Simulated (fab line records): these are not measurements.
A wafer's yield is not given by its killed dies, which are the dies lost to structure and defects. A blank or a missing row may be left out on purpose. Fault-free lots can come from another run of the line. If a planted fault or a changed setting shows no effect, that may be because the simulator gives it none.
Problem report, 8D (eight disciplines) form, completed by code :: flow gf180mcu :: the parts of the form that need people (team, actions taken, sign-off) are left out

## 1. PROBLEM STATEMENT
Across 3 wafers from 2 lots, SAB_CVD_00_THK at GF_SAB_THK_MEAS_01 averages 55.0 nm, while fault-free wafers read 50.0 nm with a standard deviation of 0.74. Relative to the usual mean, that is a shift of +6.8 standard deviations.
The first sign was on wafer L966.1 at day 18 08:17, on film_metro-04. Wafers with a number at this step in the record: 39, from 13 lots. Rule for "out", or "out of limits": more than 4 standard deviations from the usual mean. Any other wafer with a number is counted as sound.

## 2. WHAT THIS IS AND IS NOT
question: which readings at this step
is: SAB_CVD_00_THK
is not: -

question: which lots
is: L966, L967
is not: L954, L956, L957, L958, L959, L962, L971, L973, L974, L976, L977

question: which wafers of those lots
is: L966.1, L966.6, L967.3
is not: L966.3, L967.1, L967.6

question: read on which gauges
is: film_metro-02, film_metro-04
is not: film_metro-01

question: when
is: from day 18 08:17
is not: up to then (19 sound wafers); but 17 sound wafers of L967, L971, L973, L974, L976, L977 came after

## 3. WHAT RULES OUT EACH SUSPECT
Counting: if a tool at a process step up to the reading ran every lot that is out, it stays a suspect. Sound lots after the first of them don't rule it out here, since some wafers of a struck lot are sound.
- ruled out: the gauge at GF_SAB_THK_MEAS_01. The wafers that are out were read on 2 gauges (film_metro-02, film_metro-04).
- pecvd-02 at GF_SAB_CVD_00 (deposits SiO2 from TEOS, target thk 50 nm, time 4.9302 s): kept. It processed each lot that is out (first: L966, day 18 08:16); up to then, its last sound lot is L957 (day 15 07:09). Its own readings are out on those wafers: rf_fwd_power_W.
- Within pecvd-02 at GF_SAB_CVD_00: the wafers that are out ran in chamber 0; their sound lot-mates ran in chambers 1, 2.
Left after counting: pecvd-02 at GF_SAB_CVD_00.

## 4. THE CAUSE (what the simulator had put in)
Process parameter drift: pecvd-02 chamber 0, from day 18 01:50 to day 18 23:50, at GF_SAB_CVD_00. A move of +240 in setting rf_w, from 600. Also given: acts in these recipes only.
This tool alone remained once counting was done.

## 5. SEQUENCE OF EFFECTS, ordered by route
One row per reading whose mean, taken over the struck wafers that have a number, lies over 3 standard deviations from the usual. Readings are gone through only where the record gives a usual standard deviation; hours: the median, over the lots, of the time from a lot's start at the first step in this table giving one to that lot's start at this step; sigmas: the change measured in usual standard deviations.
hours: 0
step: GF_SAB_CVD_00
reading: rf_fwd_power_W
usual: 587.5 W
on struck wafers: 829.0
change: +241.5
sigmas: +93

hours: 0
step: GF_SAB_THK_MEAS_01
reading: SAB_CVD_00_THK
usual: 50.0 nm
on struck wafers: 55.0
change: +5.0
sigmas: +6.8
Its process steps:
- GF_SAB_CVD_00: deposits SiO2 from TEOS, target thk 50 nm, time 4.9302 s.

## 6. WHAT WOULD HAVE CAUGHT IT SOONER
Counted from the fault's start at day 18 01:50, it took 6 hours until the first out-of-limits reading at a measuring or inspecting step in this record, taken at day 18 08:17.
At GF_SAB_CVD_00, the tool's own readings (rf_fwd_power_W) were out on each struck wafer the step has a row for, so an alarm limit on them would have fired on the first such wafer.
L967, from the lots that are out (2), started GF_SAB_CVD_00 on pecvd-02 later than day 18 08:17. It would have been spared by a hold on the tool at that moment.
